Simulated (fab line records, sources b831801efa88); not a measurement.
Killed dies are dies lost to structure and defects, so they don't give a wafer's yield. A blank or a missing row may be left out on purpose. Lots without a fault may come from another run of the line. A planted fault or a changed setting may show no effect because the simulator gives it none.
A struck lot beside a sound one | flow sky130 | 18 steps out of a route of 708
Sound: wafers L111.1, L111.3, L111.4. Struck: wafers L125.3, L125.4, L125.6. The cause comes at the end.
At each step with rows: each side's tool, then ch and its chambers, then its first start. Under that, the readings that differ: sound wafers | struck wafers | difference of the means | sigmas: that difference in standard deviations of wafers without a fault.
alike: readings whose means differ by less than 2 such deviations, and words and numbers that are the same on both sides. not compared: withheld readings, readings that some wafer has no value for, bounds like >300 that may hide the same value, and numbers for which the record gives no deviation and whose values overlap.
The two part at a step that has a row with sigmas, a row that says differs or no value, or rows on one side only. Numbers that don't overlap but have no deviation are shown without sigmas and don't part them. A reading that every wafer of one side lacks parts them only if that side has two wafers or more.

SKY_VIA1_ETCH_15: etches SiO2 in C4F8/O2/Ar, stops on TiN, target depth 351 nm, time 54 s.
  sound on rie_diel-03 ch 0,1,3, day 34 09:35; struck on rie_diel-04 ch 1,2, day 38 20:50
  alike: oes_product_au
SKY_VIA1_STRIP_16: strips in O2/N2.
  sound on plasma_asher-04 ch 0,1, day 34 09:38; struck on plasma_asher-01 ch 0,1, day 38 20:55
  alike: drypump_motor_current_A, oes_product_au, strip_time_to_endpoint_s
  not compared: rf_hours_counter_h
then, 3 steps without rows for these wafers: SKY_VIA1_STRIP_17 (strips in post etch residue remover, time 1200 s); SKY_VIA1_CLEAN_18 (cleans in IPA, time 180 s); SKY_VIA1_CLEAN_19 (cleans in O3/DIW).
SKY_VIA1_SPUTTER_20: material TiN, target thk 20 nm, time 80 s.
  sound on pvd_sputter-04, day 34 10:14; struck on pvd_sputter-04, day 38 21:32
  alike: cathode_dc_power_W, chamber_pressure_pa, throttle_valve_pct
then, 1 step without rows for these wafers: SKY_VIA1_CVD_21 (deposits W, target thk 270 nm, time 80.902 s).
SKY_VIA1_RS_MEAS_22: measures by four-point-probe.
  sound on film_metro-02, day 34 10:23; struck on film_metro-02, day 38 21:43
  alike: VIA1_W_RS
SKY_VIA1_THK_MEAS_23: measures by xrf.
  sound on film_metro-02, day 34 10:31; struck on film_metro-02, day 38 21:49
  alike: VIA1_W_THK
then, 2 steps without rows for these wafers: SKY_VIA1_CMP_24 (polishes, stops on SiO2, t overpolish 15 s, target thk 0 nm); SKY_METAL2_SPUTTER_00 (material Ti, target thk 15 nm, time 10 s).
SKY_METAL2_SPUTTER_01: material TiN, target thk 20 nm, time 16.7 s.
  sound on pvd_sputter-02, day 34 10:53; struck on pvd_sputter-01, day 38 22:11
  alike: cathode_dc_power_W, chamber_pressure_pa, throttle_valve_pct
SKY_METAL2_SPUTTER_02: material AlCu, target thk 250 nm, time 13.3 s.
  sound on pvd_sputter-02, day 34 10:55; struck on pvd_sputter-01, day 38 22:13
  no value came back on the struck wafers for cathode_dc_power_W (W), chamber_pressure_pa (Pa), throttle_valve_pct (%); on the sound wafers cathode_dc_power_W (W) reads 10599 10600 10600
then, 1 step without rows for these wafers: SKY_METAL2_SPUTTER_03 (material Ti, target thk 5 nm, time 3.3 s).
SKY_METAL2_SPUTTER_04: material TiN, target thk 70 nm, time 58.3 s.
  sound on pvd_sputter-02, day 34 10:58; struck on pvd_sputter-01, day 38 22:15
  alike: cathode_dc_power_W, chamber_pressure_pa, throttle_valve_pct
SKY_METAL2_RS_MEAS_05: measures by four-point-probe.
  sound on film_metro-02, day 34 11:01; struck on film_metro-02, day 38 22:21
  reading                 | sound                | struck               | difference | sigmas
  METAL2_ALCU_RS (ohm/sq) | 0.1287 0.1279 0.1263 | 8.5994 8.7410 8.6802 | +8.5459    | +99 or more
SKY_METAL2_THK_MEAS_06: measures by xrf.
  sound on film_metro-02, day 34 11:08; struck on film_metro-02, day 38 22:27
  reading              | sound       | struck   | difference | sigmas
  METAL2_ALCU_THK (nm) | 246 247 251 | <0 <0 <0 | differs    |
then, 1 step without rows for these wafers: SKY_METAL2_DEHYDRATE_07 (time 60 s).

WHERE THEY PART
First at SKY_METAL2_SPUTTER_02; last, within this record, at SKY_METAL2_THK_MEAS_06.

WHY: what the simulator had put in
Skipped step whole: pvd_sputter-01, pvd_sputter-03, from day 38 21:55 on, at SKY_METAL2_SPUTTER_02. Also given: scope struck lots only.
